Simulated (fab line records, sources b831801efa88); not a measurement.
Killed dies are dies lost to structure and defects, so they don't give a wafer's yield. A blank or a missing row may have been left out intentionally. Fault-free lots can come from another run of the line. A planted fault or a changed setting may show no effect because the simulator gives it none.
Problem report, 8D (eight disciplines) form, completed by code / flow sky130 / the parts of the form that need people (team, actions taken, sign-off) are left out

== 1. PROBLEM STATEMENT ==
Across 6 wafers from 2 lots, VT_ADJUST_LVTN_TW at SKY_VT_ADJUST_LVTN_TW_MEAS_10 averages 215.8, while fault-free wafers read 242.0 with a standard deviation of 1.1. That puts it -24 standard deviations away from the usual mean.
Earliest sighting: wafer L322.1 on film metro-01 at day 9 19:24. The record has a number at this step for 36 wafers belonging to 12 lots. Rule for "out", or "out of limits": more than 4 standard deviations from the usual mean. The rest of the wafers with a number are treated as sound.

== 2. WHAT IT IS; WHAT IT IS NOT ==
question=which readings at this step | is=VT_ADJUST_LVTN_TW | is not=-
question=which lots | is=L322, L323 | is not=L312, L313, L315, L316, L318, L328, L329, L330, L334, L335
question=which wafers of those lots | is=all that have a number | is not=-
question=read on which gauges | is=film metro-01, film metro-03 | is not=film metro-02
question=when | is=from day 9 19:24 | is not=up to then (15 sound wafers); but 15 sound wafers of L328, L329, L330, L334, L335 came after

== 3. SUSPECTS, AND WHAT RULES EACH OUT ==
Counting: a tool at any process step up to the reading remains a suspect when it ran all the lots that are out and ran no sound lot after the first of those.
- the gauge at SKY_VT_ADJUST_LVTN_TW_MEAS_10 is ruled out. Those wafers that are out were read across 2 gauges (film metro-01, film metro-03).
- implanter-03 at SKY_VT_ADJUST_LVTN_IMPLANT_08: kept. All lots that are out passed through it, beginning with L322 at day 9 19:09, and no sound lot followed; its final sound lot before that point was L318 at day 8 08:55. Its own dose ions cm2, faraday current uA readings are out on those wafers.
The count leaves implanter-03 at SKY_VT_ADJUST_LVTN_IMPLANT_08.

== 4. THE CAUSE (what the simulator had put in) ==
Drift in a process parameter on implanter-03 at SKY_VT_ADJUST_LVTN_IMPLANT_08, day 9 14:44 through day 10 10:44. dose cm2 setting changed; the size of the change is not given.
Only this tool survived the counting.

== 5. THE CHAIN OF EFFECTS, in route order ==
Rows list readings where the struck wafers' mean (over those with a number) sits beyond 3 standard deviations from the usual. Only readings for which the record gives a usual standard deviation are gone through. hours: the time from each lot's start at the first step in this table that gives one to its start at this step, as a median over the lots. sigmas: the change in usual standard deviations.
hours=0; step=SKY_VT_ADJUST_LVTN_IMPLANT_08; reading=dose ions cm2; usual=1.5697e+12; on struck wafers=1.0493e+12; change=-5.2040e+11; sigmas=-99 or more
hours=0; step=SKY_VT_ADJUST_LVTN_IMPLANT_08; reading=faraday current uA; usual=8.87; on struck wafers=5.95; change=-2.92; sigmas=-18
hours=0; step=SKY_VT_ADJUST_LVTN_TW_MEAS_10; reading=VT_ADJUST_LVTN_TW; usual=242.0; on struck wafers=215.8; change=-26.2; sigmas=-24
Process steps it contains:
- SKY_VT_ADJUST_LVTN_IMPLANT_08
Later steps that measure or inspect, where all struck wafers having a row at the step show a number for every such reading and not one has moved that far: SKY_VT_ADJUST_LVTN_OVL_MEAS_18.

== 6. HOW IT WOULD HAVE BEEN CAUGHT EARLIER ==
In this record the first reading out of limits at a measuring or inspecting step was taken at day 9 19:24, 5 hours after the fault began at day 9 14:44.
The tool's own readings at SKY_VT_ADJUST_LVTN_IMPLANT_08 were out on every struck wafer that the step has a row for (dose ions cm2, faraday current uA): an alarm limit on them would have fired on the first of those.
Lots out: 2; of these, L323 started SKY_VT_ADJUST_LVTN_IMPLANT_08 on implanter-03 after day 9 19:24. A hold on the tool at that time would have spared it.
